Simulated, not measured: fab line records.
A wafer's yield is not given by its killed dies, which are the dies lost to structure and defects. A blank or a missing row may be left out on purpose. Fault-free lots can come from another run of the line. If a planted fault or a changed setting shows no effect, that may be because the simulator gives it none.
Struck lot and sound lot, side by side ; flow gf180mcu ; 17 steps out of a route of 602
Sound: these wafers, L643.3, L643.4, L643.6. The struck wafers were L641.1, L641.2, L641.3. At the end, the cause is stated.
Each step with rows lists, per side, the tool, then ch with its chambers, then its first start. Under that, the readings that differ: sound wafers ; struck wafers ; difference of the means ; sigmas: that difference in standard deviations of wafers without a fault.
alike: readings with means less than 2 such deviations apart, plus words and numbers identical on both sides. not compared: withheld readings, readings lacking a value on some wafer, bounds such as >300 that could conceal the same value, and numbers that have no deviation in the record and whose values overlap.
Wherever a step has rows on one side only, a row that says differs or no value, or a row with sigmas, the two part there. Non-overlapping numbers with no deviation appear without sigmas and do not part them. A reading that every wafer of one side lacks parts them only if that side has two wafers or more.

first, 4 steps without rows for these wafers: GF_M3_SOFTBAKE_10 (time 60 s); GF_M3_EXPOSE_11 (exposes mask Metal3, target cd 280 nm); GF_M3_PEB_12 (peb time 90 s); GF_M3_DEVELOP_13 (develop time 60 s).
GF_M3_CD_MEAS_14 targets a cd of 280 nm.
  struck on cd sem-01, day 24 20:24; sound on cd sem-01, day 25 11:47
  alike: cd nm
GF_M3_OVL_MEAS_15:
  struck on overlay-02, day 24 20:31; sound on overlay-01, day 25 11:53
  alike: M3_OVL
GF_M3_METAL_ETCH_16: etches the open film in Cl2/BCl3, stops on SiO2, target depth 750.8 nm, time 125.1 s.
  sound on rie metal-04 ch 0,1, day 25 11:57; struck on rie metal-02 ch 0,1, day 24 20:33
  alike: drypump motor current A, oes product au, throttle valve pct
  not compared: rf hours counter h
GF_M3_STRIP_17: strips in O2/N2.
  sound on plasma asher-02 ch 0,1, day 25 12:04; struck on plasma asher-03 ch 0,1, day 24 20:41
  alike: drypump motor current A, heater power w, oes product au, strip time to endpoint s
  not compared: rf hours counter h
then, 3 steps without rows for these wafers: GF_M3_STRIP_18 (strips in post etch residue remover, time 1200 s); GF_M3_CLEAN_19 (cleans in DIW); GF_V3_CVD_00 (deposits SiO2, target thk 600 nm, time 100 s).
GF_V3_THK_MEAS_01:
  struck on film metro-04, day 24 21:17; sound on film metro-01, day 25 12:40
  alike: V3_CVD_00_THK
GF_V3_CVD_02: deposits SiO2 from TEOS, target thk 850 nm, time 94.851 s.
  sound on pecvd-04 ch 1,2, day 25 12:42; struck on pecvd-02 ch 0,1,2, day 24 21:21
reading;sound;struck;difference;sigmas
model.SiO2_of_V3_CVD_02.thk nm (nm);852.2 873.2 871.6;931 931.8 942.6;+69;
  alike: heater power w
GF_V3_THK_MEAS_03:
  struck on film metro-01, day 24 21:25; sound on film metro-04, day 25 12:47
reading;sound;struck;difference;sigmas
V3_CVD_02_THK (nm);852 873 871;931 931 942;+69;+6
GF_V3_CMP_04: polishes SiO2.
  sound on cmp-01 ch 0,2,3, day 25 12:50; struck on cmp-01 ch 0,1,2, day 24 21:41
reading;sound;struck;difference;sigmas
time to endpoint s (s);80 91 88;111 116 113;+27;+6
  alike: motor current A
GF_V3_BOW_MEAS_05:
  struck on film metro-01, day 24 21:59; sound on film metro-01, day 25 13:10
reading;sound;struck;difference;sigmas
V3_BOW (um);107 92 104;116 121 126;+20;+2
-- the record jumps here: 7 days lie between the struck wafers' starts before and after (it left off in module V3 and takes up again in module PASSIVATION, whose first step shown is number 602 of the route) --
GF_PASSIVATION_PROBE_99:
  record: rows for the struck wafers here (prober-02, day 31 21:04), none for the sound ones

WHERE THEY PART
At GF_V3_THK_MEAS_03 first; at GF_PASSIVATION_PROBE_99 last (within this record only).

WHY: the cause the simulator had injected
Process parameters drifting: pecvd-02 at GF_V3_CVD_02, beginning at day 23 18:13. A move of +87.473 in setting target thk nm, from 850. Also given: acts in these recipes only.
